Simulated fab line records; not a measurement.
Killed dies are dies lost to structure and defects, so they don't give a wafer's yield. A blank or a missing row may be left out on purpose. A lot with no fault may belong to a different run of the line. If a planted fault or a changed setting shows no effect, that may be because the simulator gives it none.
Chamber matching | flow sky130 | SKY_LI_CONTACT_CMP_02 on cmp-01 has 4 sister chambers
The step polishes PSG. 8 wafers are shown with their chamber, then 7 later ones without.

## WAFERS, EACH WITH ITS CHAMBER
wafer  | chamber | motor-current-A (A) | time-to-endpoint-s (s)
L717.2 | 3       | 9.8                 | 29
L721.1 | 3       | 9.5                 | 26
L721.3 | 0       | 14.6                | 33
L722.3 | 2       | 11.3                | 34
L722.4 | 0       | 14.3                | 34
L722.6 | 1       | 13.3                | 37
L725.1 | 1       | 13.6                | 39
L725.3 | 2       | 10.6                | 34

## WAFERS MISSING THEIR CHAMBER
wafer  | motor-current-A (A) | time-to-endpoint-s (s)
L725.5 | 13.3                | 37
L729.2 | 13.4                | 39
L729.3 | 10.2                | 27
L729.4 | 11.1                | 33
L731.4 | 14.3                | 30
L731.5 | 9.6                 | 25
L731.6 | 11.0                | 31

## THE CHAMBER EACH PASSED THROUGH
wafer  | from the rows above | in truth
L725.5 | 1                   | 1
L729.2 | 1                   | 1
L729.3 | 3                   | 3
L729.4 | 2                   | 2
L731.4 | 0                   | 0
L731.5 | 3                   | 3
L731.6 | 2                   | 2
7 of 7 placed correctly. From these rows, 0 cannot be placed. Number placed wrongly: 0.
How it was worked out, from the rows above alone: a wafer's distance from a chamber is the root of the sum, over the readings, of the square of ((its reading less the chamber's mean) divided by the reading's scatter). The wafer belongs to the nearest chamber; if the next one is less than 2 further off, it can't be placed. For every chamber, the mean is computed from those of its wafers that are shown. The scatter: take each reading less its chamber's mean, square it, sum over the shown wafers, divide by the number of wafers less the number of chambers, and take the root.
